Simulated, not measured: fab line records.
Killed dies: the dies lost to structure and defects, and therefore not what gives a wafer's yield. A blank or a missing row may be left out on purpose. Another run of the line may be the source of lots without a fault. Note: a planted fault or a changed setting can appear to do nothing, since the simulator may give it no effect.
fab line records	flow sky130
record lots=6	wafers=18	last_day=50
route steps=708 shown METAL3@567 VIA3@573 PAD_OPEN@708
lots with no fault: from the same line, run without faults
start_h: the number of hours between the record's first day and the start of the first shown wafer of the lot	wait_h: time in hours since the lot's previous step	" unchanged from the row above	L1.1+2: a single row standing in for several wafers	- no value, or no start given	* or withheld: withheld	< > ~ a bound
route shown NAME@n: names a module that has steps shown in the file, with the first one's number in the route	usual: average and standard deviation across the fault-free wafers	same: alike in all rows	chamber/n: place in a boat	sites: readings site by site	_std_site: the standard deviation of these	_edge_site: outer sites' mean less inner sites'	radius_mm: for every site, how far away it sits from the centre of the wafer	mask NAME#n: copy n	behind: the tool/chamber that last shaped the wafer	hold: what put the lot on hold/how long, in hours/how the hold closed	device: the transistor (n, p or np) that didn't switch	end of line: at the end of the route, the tests of the same wafers	for a step that has no rows: nothing shown but its recipe	killed: dies that structure and defects cost at the first sort, which is not the same as the wafer's yield	map: dies across one wafer; x = killed, . = not, _ = none there
set.NAME: the setting that was run; set.NAME@STEP: the one run at that earlier step	model.NAME: the simulator's own value behind a step, which no gauge read
lots at some steps of the route; a table a step, a row a wafer
services: a tool's chamber out of use, with start hour (start_h, from the record's first day; less than 0 if before it), hours out, and reason
## steps
# step SKY_METAL3_ETCH_17
# recipe target=SiO2	stop_on=TiN	chemistry=C4F8/O2/Ar	source_w=1500	bias_w=1200	pressure_mtorr=40	c4f8_flow_sccm=withheld	O2_flow_sccm=6	Ar_flow_sccm=300	time_s=3.9	target_depth_a=150
# usual oes_product_au=0.754/0.0084
lot.wafer	tool	chamber	start_h	wait_h	oes_product_au	rf_hours_counter_h
L191.4	rie_diel-03	0	913.43	0.1	0.761	21
L191.5	"	1	"	"	0.764	-
L191.6	"	0	"	"	0.771	-
L192.2	rie_diel-03	3	919.13	0.1	0.737	3
L192.4	"	1	"	"	0.764	20
L192.5	"	2	"	"	0.754	-
L194.2	rie_diel-03	3	934.15	0.1	0.757	3
L194.3	"	1	"	"	0.760	21
L194.5	"	3	"	"	0.763	-
L205.2	rie_diel-03	2	1022.05	0.1	0.741	2
L205.5	"	2	"	"	0.751	-
L205.6	"	1	"	"	0.756	-
L207.1	rie_diel-02	1	1031.30	0.1	0.748	9
L207.2	"	3	"	"	0.759	15
L207.3	"	0	"	"	0.745	9
L211.2	rie_diel-04	1	1051.25	0.1	0.754	14
L211.5	"	2	"	"	0.764	-
L211.6	"	1	"	"	0.753	-
# step SKY_METAL3_METAL_ETCH_18
# recipe target_depth_a=8450	stop_on=SiO2	over_etch_frac=0.3	time_s=183.1	chemistry=Cl2/BCl3	resist_sidewall_deg=88	pressure_mtorr=10	icp_w=900	bias_w=48.5	Cl2_flow_sccm=60	bcl3_flow_sccm=30
# usual bcl3_flow_sccm=29.98/0.093	drypump_motor_current_A=5.9/0.31	oes_product_au=0.866/0.0062	throttle_valve_pct=22.264/0.009
lot.wafer	tool	chamber	start_h	wait_h	bcl3_flow_sccm	drypump_motor_current_A	oes_product_au	rf_hours_counter_h	throttle_valve_pct
L191.4	rie_metal-01	0	913.62	0.2	29.98	6.0	0.869	-	22.275
L191.5	"	0	"	"	29.90	6.0	0.871	-	22.269
L191.6	"	0	"	"	29.92	6.0	0.875	-	22.268
L192.2	rie_metal-04	0	919.21	0.1	30.06	6.1	0.868	-	22.270
L192.4	"	0	"	"	30.07	6.2	0.863	-	22.253
L192.5	"	0	"	"	30.08	6.1	0.868	-	22.276
L194.2	rie_metal-01	0	934.17	0.0	29.98	6.0	0.861	13	22.261
L194.3	"	0	"	"	30.04	6.0	0.860	-	22.255
L194.5	"	1	"	"	30.03	5.7	0.861	-	22.273
L205.2	rie_metal-04	0	1022.07	0.0	29.92	6.1	0.874	14	22.282
L205.5	"	0	"	"	29.93	6.2	0.864	-	22.283
L205.6	"	1	"	"	30.13	5.3	0.864	-	22.276
L207.1	rie_metal-04	0	1031.32	0.0	30.05	6.2	0.857	14	22.251
L207.2	"	1	"	"	29.96	5.3	0.863	5	22.268
L207.3	"	0	"	"	30.05	6.2	0.872	-	22.267
L211.2	rie_metal-04	0	1051.27	0.0	29.97	6.2	0.863	15	22.257
L211.5	"	1	"	"	29.93	5.3	0.881	-	22.270
L211.6	"	0	"	"	30.11	6.2	0.869	-	22.257
# step SKY_METAL3_STRIP_19
# recipe chemistry=O2/N2	power_w=1400	pressure_mtorr=1500	platen_temp_c=withheld	o2_flow_sccm=3000	n2_flow_sccm=300	overash_fraction=0.5
# usual drypump_motor_current_A=5.4/0.44	oes_product_au=0.504/0.0067	strip_time_to_endpoint_s=6.58/0.12
# same overash_fraction=0.5
lot.wafer	tool	chamber	start_h	wait_h	drypump_motor_current_A	oes_product_au	rf_hours_counter_h	strip_time_to_endpoint_s
L191.4	plasma_asher-03	0	913.83	0.2	5.0	0.501	-	6.37
L191.5	"	1	"	"	5.4	0.493	-	6.36
L191.6	"	0	"	"	5.0	0.487	-	6.38
L192.2	plasma_asher-03	1	919.51	0.2	5.4	0.501	109	6.42
L192.4	"	1	"	"	5.4	0.498	-	6.50
L192.5	"	1	"	"	5.4	0.507	-	6.52
L194.2	plasma_asher-03	0	934.34	0.1	5.0	0.499	111	6.58
L194.3	"	1	"	"	5.4	0.501	-	6.55
L194.5	"	0	"	"	5.0	0.499	-	6.64
L205.2	plasma_asher-01	0	1022.25	0.1	5.4	0.499	81	6.40
L205.5	"	1	"	"	5.7	0.492	-	6.36
L205.6	"	0	"	"	5.4	0.510	-	6.62
L207.1	plasma_asher-04	1	1031.50	0.1	5.0	0.502	24	6.50
L207.2	"	0	"	"	6.3	0.509	24	6.66
L207.3	"	1	"	"	5.0	0.500	-	6.50
L211.2	plasma_asher-01	1	1051.44	0.1	5.7	0.501	85	6.46
L211.5	"	0	"	"	5.3	0.500	-	6.68
L211.6	"	1	"	"	5.7	0.509	-	6.46
# step SKY_METAL3_STRIP_20
# recipe chemistry=post_etch_residue_remover	time_s=1200	temp_c=72.5
# step SKY_METAL3_CLEAN_21
# recipe chemistry=IPA	time_s=180	temp_c=25
# step SKY_METAL3_CLEAN_22
# recipe chemistry=O3/DIW	dry=n2_spin
# step SKY_VIA3_HDPCVD_00
# recipe material=SiO2	target_thk_nm=1635	sigma_open_frac=0.3	time_s=272.5	temp_c=400	sih4_flow_sccm=60	pressure_mtorr=6
# step SKY_VIA3_THK_MEAS_01
# recipe reads=SiO2_of_VIA3_HDPCVD_00
# usual VIA3_HDPCVD_THK=1630/19
lot.wafer	tool	chamber	start_h	wait_h	VIA3_HDPCVD_THK[nm]
L191.4	film_metro-04	-	914.60	0.0	1640
L191.5	"	-	"	"	1648
L191.6	"	-	"	"	1622
L192.2	film_metro-03	-	920.28	0.1	1641
L192.4	"	-	"	"	1638
L192.5	"	-	"	"	1666
L194.2	film_metro-04	-	935.11	0.1	1613
L194.3	"	-	"	"	1623
L194.5	"	-	"	"	1598
L205.2	film_metro-01	-	1023.03	0.1	1613
L205.5	"	-	"	"	1620
L205.6	"	-	"	"	1636
L207.1	film_metro-04	-	1032.26	0.1	1665
L207.2	"	-	"	"	1643
L207.3	"	-	"	"	1632
L211.2	film_metro-04	-	1052.21	0.1	1636
L211.5	"	-	"	"	1621
L211.6	"	-	"	"	1611
# step SKY_VIA3_CMP_02
# recipe material=SiO2	down_force_psi=4	platen_rpm=60	pad_velocity_m_s=0.94248
# usual motor_current_A=12.0/1.5	slurry_flow_ml_min=150.0/0.46
lot.wafer	tool	chamber	start_h	wait_h	motor_current_A	slurry_flow_ml_min
L191.4	cmp-02	3	914.81	0.2	14.1	150.5
L191.5	"	3	"	"	13.4	149.8
L191.6	"	0	"	"	11.7	149.9
L192.2	cmp-02	0	920.33	0.0	11.0	150.3
L192.4	"	3	"	"	13.6	150.4
L192.5	"	0	"	"	11.9	149.8
L194.2	cmp-02	3	935.16	0.0	13.7	149.9
L194.3	"	0	"	"	11.3	150.3
L194.5	"	3	"	"	13.8	150.3
L205.2	cmp-02	0	1023.13	0.1	10.8	149.4
L205.5	"	3	"	"	15.0	150.1
L205.6	"	0	"	"	11.1	149.8
L207.1	cmp-02	0	1032.32	0.1	12.1	150.1
L207.3	"	2	"	"	10.1	150.3
L207.2	"	3	"	"	14.5	149.6
L211.2	cmp-01	3	1052.41	0.2	10.4	148.9
L211.5	"	0	"	"	11.5	150.3
L211.6	"	1	"	"	15.1	150.0
# step SKY_VIA3_BOW_MEAS_03
# recipe mode=bow
# usual VIA3_BOW=79/7.4
lot.wafer	tool	chamber	start_h	wait_h	VIA3_BOW[um]
L191.4	film_metro-04	-	915.17	0.3	68
L191.5	"	-	"	"	75
L191.6	"	-	"	"	76
L192.2	film_metro-01	-	920.65	0.3	95
L192.4	"	-	"	"	74
L192.5	"	-	"	"	84
L194.2	film_metro-04	-	935.48	0.3	72
L194.3	"	-	"	"	73
L194.5	"	-	"	"	76
L205.2	film_metro-01	-	1023.40	0.2	86
L205.5	"	-	"	"	73
L205.6	"	-	"	"	82
L207.1	film_metro-03	-	1032.62	0.2	80
L207.2	"	-	"	"	81
L207.3	"	-	"	"	87
L211.2	film_metro-03	-	1052.58	0.1	93
L211.5	"	-	"	"	70
L211.6	"	-	"	"	73
# step SKY_VIA3_DEHYDRATE_04
# recipe temp_c=200	time_s=60
# step SKY_VIA3_HMDS_05
# recipe prime_time_s=60	prime_temp_c=120
# step SKY_VIA3_COAT_06
# recipe resist=BARC	temp_c=withheld	time_s=withheld	spin_rpm=3000	resist_thk_nm=60
# usual spin_speed_rpm=3000.1/1.9
lot.wafer	tool	chamber	start_h	wait_h	spin_speed_rpm
L191.4	litho_track-04	0	927.32	0.1	3000.1
L191.5	"	0	"	"	2999.9
L191.6	"	0	"	"	2998.7
L192.2	litho_track-04	0	932.32	0.1	3437.5
L192.4	"	0	"	"	3442.0
L192.5	"	0	"	"	3440.6
L194.2	litho_track-04	0	947.02	0.1	3443.7
L194.3	"	0	"	"	3443.3
L194.5	"	0	"	"	3440.3
L205.2	litho_track-02	0	1033.56	0.1	3001.0
L205.5	"	0	"	"	3002.8
L205.6	"	0	"	"	3001.3
L207.1	litho_track-04	0	1043.70	0.1	3000.7
L207.2	"	0	"	"	3002.3
L207.3	"	0	"	"	3001.7
L211.2	litho_track-03	0	1062.44	0.1	3000.3
L211.5	"	0	"	"	3001.2
L211.6	"	0	"	"	3002.2
# step SKY_VIA3_COAT_07
# recipe resist=KrF-thick	spin_rpm=3000	resist_thk_nm=450
# step SKY_VIA3_SOFTBAKE_08
# recipe temp_c=100	time_s=90	resist=KrF-thick
# step SKY_VIA3_EXPOSE_09
# recipe mask_id=VIM3	na=0.8	source_shape=annular	sigma_inner=0.55	sigma_outer=0.85	target_cd_nm=200	dose_mj=38
# step SKY_VIA3_PEB_10
# recipe peb_temp_c=withheld	peb_time_s=withheld	resist=KrF-thick
# step SKY_VIA3_DEVELOP_11
# recipe develop_time_s=60	resist=KrF-thick	dev_temp_c=21
# step SKY_VIA3_CD_MEAS_12
# recipe target_cd_nm=200
# usual cd_nm=200.1/1.4
lot.wafer	tool	chamber	start_h	wait_h	cd_nm
L191.4	cd_sem-02	-	940.07	-	201.2
L191.5	"	-	"	"	201.4
L191.6	"	-	"	"	200.4
L192.2	cd_sem-01	-	944.97	-	201.1
L192.4	"	-	"	"	201.4
L192.5	"	-	"	"	200.1
L194.2	cd_sem-02	-	959.41	-	198.3
L194.3	"	-	"	"	199.5
L194.5	"	-	"	"	198.8
L205.2	cd_sem-02	-	1045.38	-	200.7
L205.5	"	-	"	"	201.0
L205.6	"	-	"	"	201.0
L207.1	cd_sem-01	-	1054.90	-	202.9
L207.2	"	-	"	"	203.1
L207.3	"	-	"	"	202.5
L211.2	cd_sem-01	-	1073.46	-	198.8
L211.5	"	-	"	"	199.1
L211.6	"	-	"	"	198.3
# step SKY_VIA3_OVL_MEAS_13
# usual VIA3_OVL=-3/5.9
lot.wafer	tool	chamber	start_h	wait_h	VIA3_OVL[nm]
L191.4	overlay-02	-	940.15	0.1	0
L191.5	"	-	"	"	0
L191.6	"	-	"	"	-4
L192.2	overlay-01	-	945.07	0.1	2
L192.4	"	-	"	"	-2
L192.5	"	-	"	"	-10
L194.2	overlay-01	-	959.51	0.1	-9
L194.3	"	-	"	"	-8
L194.5	"	-	"	"	-13
L205.2	overlay-02	-	1045.49	0.1	-3
L205.5	"	-	"	"	-2
L205.6	"	-	"	"	6
L207.1	overlay-02	-	1055.02	0.1	-5
L207.2	"	-	"	"	-3
L207.3	"	-	"	"	-8
L211.2	overlay-01	-	1073.56	0.1	-1
L211.5	"	-	"	"	7
L211.6	"	-	"	"	-5
# step SKY_VIA3_ETCH_14
# recipe chemistry=N2/H2	target=BARC	ion_energy_ev=200	source_w=500	bias_w=100	pressure_mtorr=30	n2_flow_sccm=100	h2_flow_sccm=200	stop_on=SiO2	time_s=45.9	target_depth_a=600
# usual drypump_motor_current_A=5.5/0.36	oes_product_au=0.854/0.0052	throttle_valve_pct=13.224/0.0091
lot.wafer	tool	chamber	start_h	wait_h	drypump_motor_current_A	oes_product_au	rf_hours_counter_h	throttle_valve_pct	model.etch.depth_nm
L191.4	rie_diel-04	3	940.17	0.0	5.8	0.850	12	13.219	60.2
L191.5	"	0	"	"	4.7	0.853	-	13.246	59.98
L191.6	"	3	"	"	5.8	0.855	-	13.205	60.16
L192.2	rie_diel-01	0	945.10	0.0	5.6	0.824	17	13.211	55.92
L192.4	"	1	"	"	5.6	0.825	21	13.227	55.88
L192.5	"	2	"	"	5.6	0.836	-	13.233	55.96
L194.2	rie_diel-03	3	959.54	0.0	5.4	0.818	4	13.215	56
L194.3	"	0	"	"	6.3	0.827	23	13.224	56.05
L194.5	"	1	"	"	5.6	0.821	-	13.210	55.98
L205.2	rie_diel-03	3	1045.52	0.0	5.4	0.863	6	13.209	60.19
L205.5	"	0	"	"	6.2	0.854	-	13.226	60.04
L205.6	"	3	"	"	5.4	0.849	-	13.234	60.15
L207.1	rie_diel-01	1	1055.06	0.0	5.6	0.857	25	13.225	59.55
L207.2	"	2	"	"	5.6	0.847	28	13.221	59.56
L207.3	"	3	"	"	5.3	0.846	16	13.223	59.46
L211.2	rie_diel-04	0	1073.59	0.0	4.7	0.868	15	13.223	60.52
L211.5	"	2	"	"	5.3	0.859	-	13.238	60.42
L211.6	"	0	"	"	4.7	0.869	-	13.232	60.49
# step SKY_VIA3_ETCH_15
# recipe target=SiO2	chemistry=C4F8/O2/Ar	target_depth_nm=507	stop_on=TiN	mask_material=KrF-thick	source_w=1500	bias_w=1200	pressure_mtorr=40	c4f8_flow_sccm=withheld	O2_flow_sccm=6	Ar_flow_sccm=300	time_s=78
# usual oes_product_au=0.945/0.0049
lot.wafer	tool	chamber	start_h	wait_h	oes_product_au	rf_hours_counter_h
L191.4	rie_diel-04	3	940.21	0.0	0.946	13
L191.5	"	0	"	"	0.947	-
L191.6	"	3	"	"	0.944	-
L192.2	rie_diel-01	0	945.15	0.0	0.950	17
L192.4	"	1	"	"	0.958	21
L192.5	"	2	"	"	0.950	-
L194.2	rie_diel-03	3	959.58	0.0	0.945	4
L194.3	"	0	"	"	0.944	23
L194.5	"	1	"	"	0.951	-
L205.2	rie_diel-03	3	1045.56	0.0	0.942	6
L205.5	"	0	"	"	0.944	-
L205.6	"	3	"	"	0.943	-
L207.1	rie_diel-01	1	1055.10	0.0	0.941	25
L207.2	"	2	"	"	0.950	28
L207.3	"	3	"	"	0.942	16
L211.2	rie_diel-04	0	1073.64	0.0	0.938	15
L211.5	"	2	"	"	0.952	-
L211.6	"	0	"	"	0.949	-
# step SKY_PAD_OPEN_PROBE_99
# usual defect_limited_yield=82.4/1.8	killed_at_M0_to_M3=44/6.4	killed_at_M4_up=3.6/2.1	killed_at_contacts=23/5.1	killed_at_front_end=15/4.3	killed_at_other=0.3/0.56	killed_dies=86/9	killed_open=47/6.4	killed_short=39/5.8	sort_bin_3_pad_short=0.8/0.46	sort_bin_5_function=10.4/1.4	sort_bin_6_memory=6.4/1.1	sort_n_pass=406/9	sort_yield_pct=82.4/1.8
# same gross_dies=492	killed_at_back_side=0	sort_bin_4_leakage[%]=0	sort_bin_8_speed[%]=0
lot.wafer	tool	chamber	start_h	wait_h	defect_limited_yield[%]	killed_at_M0_to_M3	killed_at_M4_up	killed_at_contacts	killed_at_front_end	killed_at_other	killed_dies	killed_open	killed_short	sort_bin_3_pad_short[%]	sort_bin_5_function[%]	sort_bin_6_memory[%]	sort_n_pass	sort_yield_pct[%]
L192.2	prober-02	-	1086.80	0.1	83.7	46	1	17	15	1	80	39	41	0.6	9.1	6.5	412	83.7
L192.4	prober-02	-	1086.90	0.2	83.9	46	2	19	12	0	79	41	38	1.0	7.7	7.3	413	83.9
L192.5	prober-02	-	1086.95	0.2	82.9	48	2	20	14	0	84	39	45	1.2	9.3	6.5	408	82.9
L205.2	prober-01	-	1168.45	0.1	80.9	44	3	25	21	1	94	47	47	1.0	11.6	6.5	398	80.9
L205.5	prober-01	-	1168.60	0.2	81.3	51	1	24	16	0	92	44	48	1.2	9.6	7.9	400	81.3
L205.6	prober-01	-	1168.65	0.2	81.5	45	9	23	14	0	91	48	42	1.0	11.6	5.9	401	81.5
L207.1	prober-02	-	1175.93	0.1	81.5	57	6	13	15	0	91	44	47	1.0	8.7	8.7	401	81.5
L207.2	prober-02	-	1175.98	0.1	83.3	42	1	21	18	0	82	44	38	1.8	9.8	5.1	410	83.3
L207.3	prober-02	-	1176.03	0.2	86.0	46	3	15	5	0	69	36	33	0.8	7.3	5.9	423	86.0
# killed by level:class
L192.2 VIA1:geometric_particle:open=9 METAL2:geometric_particle:short=9 METAL1:geometric_particle:short=8 LI_CONTACT:geometric_particle:open=6 FIELD_ISO:geometric_particle:open=5 VIA2:geometric_particle:open=5 LOCAL_INTERCONNECT:geometric_particle:short=4 METAL2:geometric_particle:open=4
L192.4 VIA3:geometric_particle:open=9 VIA3:geometric_particle:short=7 LI_CONTACT:geometric_particle:open=6 CONTACT:geometric_particle:open=6 METAL2:geometric_particle:short=6 VIA2:geometric_particle:open=6 VIA1:geometric_particle:short=5 VIA1:geometric_particle:open=5
L192.5 VIA1:geometric_particle:open=9 VIA3:geometric_particle:open=7 LI_CONTACT:geometric_particle:open=6 LOCAL_INTERCONNECT:geometric_particle:short=6 METAL2:geometric_particle:short=6 CONTACT:geometric_particle:open=5 METAL1:geometric_particle:short=5 VIA2:geometric_particle:open=5
L205.2 VIA1:geometric_particle:open=12 CONTACT:geometric_particle:open=8 FIELD_ISO:geometric_particle:short=6 LI_CONTACT:geometric_particle:open=6 LOCAL_INTERCONNECT:geometric_particle:short=6 METAL2:geometric_particle:short=6 VIA2:geometric_particle:open=6 POLY_GATE:geometric_particle:short=5
L205.5 VIA1:geometric_particle:open=12 CONTACT:geometric_particle:open=11 VIA1:geometric_particle:short=7 VIA3:geometric_particle:open=7 FIELD_ISO:geometric_particle:short=6 METAL2:geometric_particle:short=6 CONTACT:geometric_particle:short=5 VIA2:geometric_particle:open=5
L205.6 CONTACT:geometric_particle:open=10 VIA3:geometric_particle:open=9 METAL2:geometric_particle:short=8 METAL4:geometric_particle:short=7 FIELD_ISO:geometric_particle:open=6 VIA2:geometric_particle:open=5 LI_CONTACT:geometric_particle:open=4 CONTACT:geometric_particle:short=4
L207.1 VIA1:geometric_particle:open=17 VIA1:geometric_particle:short=10 CONTACT:geometric_particle:open=7 METAL2:geometric_particle:short=7 VIA3:geometric_particle:open=6 METAL4:geometric_particle:short=6 FIELD_ISO:geometric_particle:open=4 POLY_GATE:geometric_particle:short=4
L207.2 METAL1:geometric_particle:short=10 CONTACT:geometric_particle:open=10 VIA1:geometric_particle:open=8 POLY_GATE:geometric_particle:short=5 VIA1:geometric_particle:short=5 POLY_GATE:geometric_particle:open=4 LI_CONTACT:geometric_particle:open=4 CONTACT:geometric_particle:short=4
L207.3 VIA1:geometric_particle:open=13 METAL1:geometric_particle:short=7 METAL2:geometric_particle:short=6 CONTACT:geometric_particle:open=6 VIA2:geometric_particle:open=6 LI_CONTACT:geometric_particle:open=5 VIA1:geometric_particle:short=4 VIA2:geometric_particle:short=4
## services
tool	chamber	start_h	hours	kind
rie_metal-01	-	889.70	2.7	repair
cmp-02	-	890.41	1.5	repair
plasma_asher-04	-	898.08	11.5	repair
cmp-01	-	911.05	9.3	pm
cmp-01	-	920.35	4.0	pm
plasma_asher-04	-	941.08	2.4	repair
rie_diel-03	-	942.13	2.0	repair
rie_metal-04	-	956.59	0.4	repair
cmp-02	-	960.41	1.6	repair
rie_metal-04	0	965.27	18.7	repair
rie_metal-04	-	968.31	1.9	repair
rie_metal-04	-	974.83	5.6	repair
rie_metal-01	1	976.91	5.8	repair
cmp-02	-	985.09	2.3	repair
rie_metal-01	1	1002.51	6.5	repair
plasma_asher-03	-	1002.60	15.6	pm
rie_diel-04	0	1005.22	51.0	repair
rie_metal-01	-	1011.18	1.9	repair
plasma_asher-03	-	1020.95	8.1	repair
cmp-02	-	1039.13	1.7	repair
plasma_asher-03	-	1047.83	11.6	repair
rie_metal-01	-	1058.47	14.6	pm
plasma_asher-03	-	1059.46	9.0	pm
rie_diel-04	3	1064.51	36.6	repair
## key
first_sign step=SKY_VIA3_COAT_06	reading=spin_speed_rpm	direction=up	sigmas=99+	usual=3000.1	struck=3441.3
effect step=SKY_VIA3_ETCH_14	reading=oes_product_au	direction=down	sigmas=5.6	usual=0.854	struck=0.825
model_effect step=SKY_VIA3_ETCH_14	value=etch.depth_nm	without=59.93	struck=55.96
met_at SKY_VIA3_COAT_06
struck_wafers L192.2,L192.4,L192.5,L194.2,L194.3,L194.5
onset_between 927.32 932.32
fault kind=process_parameter_drift	tool=litho_track-04	chamber=-	onset_h=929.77	steps=SKY_VIA3_COAT_06	channel=spin_rpm	offset=440.43	shape=step	end_h=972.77	acts_in=these_recipes_only	stated=3000
